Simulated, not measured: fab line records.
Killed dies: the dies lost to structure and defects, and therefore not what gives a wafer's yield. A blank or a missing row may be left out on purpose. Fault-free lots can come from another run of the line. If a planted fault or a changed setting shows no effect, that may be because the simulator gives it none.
Which tool was responsible? | flow gf180mcu | 42 wafers from 14 lots sampled at 4 of the route's 602 steps

== WHAT EACH GAUGE READ, for each wafer ==
GF_STI_THK_MEAS_02. Usual: STI_OXIDATION_THK typically reads 10.20 nm, with standard deviation 0.17.
lot  | measured    | on            | STI_OXIDATION_THK (nm) | flag
L808 | day 1 11:37 | film-metro-01 | 9.81 9.88 10.05        |
L809 | day 1 17:21 | film-metro-03 | 9.90 9.97 10.06        |
L810 | day 1 22:50 | film-metro-03 | 10.20 10.37 10.38      |
L811 | day 2 04:07 | film-metro-01 | 10.36 10.37 10.43      |
L812 | day 2 07:31 | film-metro-03 | 10.12 10.46 10.30      |
L816 | day 3 03:59 | film-metro-01 | 10.28 10.28 10.23      |
L817 | day 3 08:31 | film-metro-01 | 10.17 10.34 10.17      |
L820 | day 3 23:56 | film-metro-03 | 10.34 10.30 10.36      |
L821 | day 4 04:31 | film-metro-02 | 10.22 10.21 10.30      |
L822 | day 4 10:05 | film-metro-01 | 10.13 10.19 10.08      |
L825 | day 5 00:40 | film-metro-03 | 10.05 10.34 10.21      |
L827 | day 5 11:53 | film-metro-02 | 9.98 10.01 10.13       |
L828 | day 5 15:31 | film-metro-03 | 10.15 9.95 10.03       |
L831 | day 6 08:05 | film-metro-02 | 10.40 10.38 10.25      |

GF_VT_IMPLANT_RS_MEAS_46: the measuring method here is four-point-probe. Usual: MVSD_RS typically reads 457.2 ohm/sq, with standard deviation 1.2.
lot  | measured     | on            | MVSD_RS (ohm/sq)  | flag
L808 | day 7 11:44  | film-metro-04 | 458.2 458.2 456.3 |
L809 | day 7 20:30  | film-metro-02 | 457.5 458.2 458.2 |
L810 | day 8 03:28  | film-metro-02 | 455.6 458.1 456.1 |
L811 | day 8 12:05  | film-metro-04 | 457.7 457.4 458.3 |
L812 | day 8 16:11  | film-metro-01 | 459.2 460.2 459.4 |
L816 | day 9 19:47  | film-metro-01 | 455.7 456.9 456.1 |
L817 | day 10 01:52 | film-metro-02 | 458.5 456.5 458.4 |
L820 | day 10 23:37 | film-metro-01 | 457.5 457.5 458.3 |
L821 | day 11 10:34 | film-metro-04 | 455.5 456.1 456.3 |
L822 | day 11 14:17 | film-metro-02 | 455.9 457.3 456.7 |
L825 | day 12 10:01 | film-metro-02 | 456.1 457.2 456.4 |
L827 | day 13 05:31 | film-metro-02 | 456.8 457.5 456.7 |
L828 | day 13 05:37 | film-metro-01 | 458.2 458.2 458.5 |
L831 | day 14 05:04 | film-metro-01 | 456.5 456.6 455.7 |

GF_VT_IMPLANT_RS_MEAS_48: the measuring method here is four-point-probe. Usual: LVPWELL_RS typically reads 1198.2 ohm/sq, with standard deviation 2.8.
lot  | measured     | on            | LVPWELL_RS (ohm/sq)  | flag
L808 | day 7 11:58  | film-metro-04 | 1197.6 1194.6 1195.1 |
L809 | day 7 20:44  | film-metro-02 | 1195.8 1196.6 1200.5 |
L810 | day 8 03:42  | film-metro-02 | 1191.8 1193.9 1193.5 |
L811 | day 8 12:19  | film-metro-04 | 1196.1 1195.0 1196.8 |
L812 | day 8 16:26  | film-metro-01 | 1197.6 1200.0 1198.5 |
L816 | day 9 20:02  | film-metro-01 | 1196.9 1199.5 1195.3 |
L817 | day 10 02:07 | film-metro-02 | 1201.3 1203.6 1198.3 |
L820 | day 10 23:52 | film-metro-01 | 1201.0 1198.9 1198.2 |
L821 | day 11 10:49 | film-metro-04 | 1202.2 1195.3 1200.0 |
L822 | day 11 14:32 | film-metro-02 | 1201.8 1196.2 1193.7 |
L825 | day 12 10:15 | film-metro-02 | 1195.1 1194.1 1195.5 |
L827 | day 13 05:45 | film-metro-02 | 1200.7 1203.2 1200.1 |
L828 | day 13 05:52 | film-metro-01 | 1201.9 1204.1 1202.7 |
L831 | day 14 05:18 | film-metro-01 | 1201.3 1199.1 1201.8 |

== WHAT TOOL EACH LOT RAN ON (gives the tool, then ch and the chambers of the sampled wafers, and finally the start) ==
lot  | GF_MVSD_DEVELOP_06
L808 | litho-track-03 ch 0, day 4 09:00
L809 | litho-track-04 ch 0, day 4 15:00
L810 | litho-track-04 ch 0, day 4 21:00
L811 | litho-track-03 ch 0, day 5 04:00
L812 | litho-track-04 ch 0, day 5 09:00
L816 | litho-track-01 ch 0, day 6 09:00
L817 | litho-track-03 ch 0, day 6 14:00
L820 | litho-track-03 ch 0, day 7 09:00
L821 | litho-track-01 ch 0, day 7 17:00
L822 | litho-track-03 ch 0, day 7 20:00
L825 | litho-track-04 ch 0, day 8 12:00
L827 | litho-track-01 ch 0, day 9 05:00
L828 | litho-track-04 ch 0, day 9 05:00
L831 | litho-track-01 ch 0, day 10 01:00
- GF_MVSD_DEVELOP_06: develop time 60 s.

== AS READ BY THE TOOLS THEMSELVES (means over the sampled wafers that have a number; for cases with no such wafer, the mark the record gives instead) ==
GF_MVSD_DEVELOP_06. Usual: 22.99 C for developer-temp-C, sd 0.11.
lot  | tool           | developer-temp-C (C) | flag
L808 | litho-track-03 | 23.00                |
L809 | litho-track-04 | 22.98                |
L810 | litho-track-04 | 22.94                |
L811 | litho-track-03 | 22.98                |
L812 | litho-track-04 | 22.85                |
L816 | litho-track-01 | 23.00                |
L817 | litho-track-03 | 22.99                |
L820 | litho-track-03 | 20.64                | OFF
L821 | litho-track-01 | 22.92                |
L822 | litho-track-03 | 20.66                | OFF
L825 | litho-track-04 | 23.08                |
L827 | litho-track-01 | 23.04                |
L828 | litho-track-04 | 22.88                |
L831 | litho-track-01 | 23.09                |

== THE ANSWER, worked out from the rows above alone ==
Rule: lot off if the mean of its wafers having a number is beyond 3 standard deviations from the usual mean. A lot without any number at a reading at which 4 lots or more have one is off too. Any other lot the step has rows for is counted as sound. Order of review: gauges by route order, followed by the tools' own readings, for which a lot's mean as printed above is used. At the first step where some lot is off, the reading lying furthest off is the one used; lots without a number count as furthest.
Off, at GF_MVSD_DEVELOP_06 on developer-temp-C: L820, L822.
If a tool, at that step or one of the process steps before it, ran each lot that is off and ran no sound lot following the first of them, it fits. One fits: litho-track-03 at GF_MVSD_DEVELOP_06. A fault onset in the window from L817 (day 6 14:00, its last sound lot) to L820 (day 7 09:00, its first lot off) fits.
On the lots that are off, the tool's own readings at GF_MVSD_DEVELOP_06 differ by more than 5 times the standard deviation of the sound lots' means, which bears it out; developer-temp-C reads 20.65 C there versus 22.98 C on the sound lots.

== WHAT THE SIMULATOR HAD PUT IN ==
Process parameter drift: litho-track-03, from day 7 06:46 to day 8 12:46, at GF_MVSD_DEVELOP_06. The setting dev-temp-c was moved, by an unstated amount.
Lots struck among those shown: L820, L822. The rule above found the same.
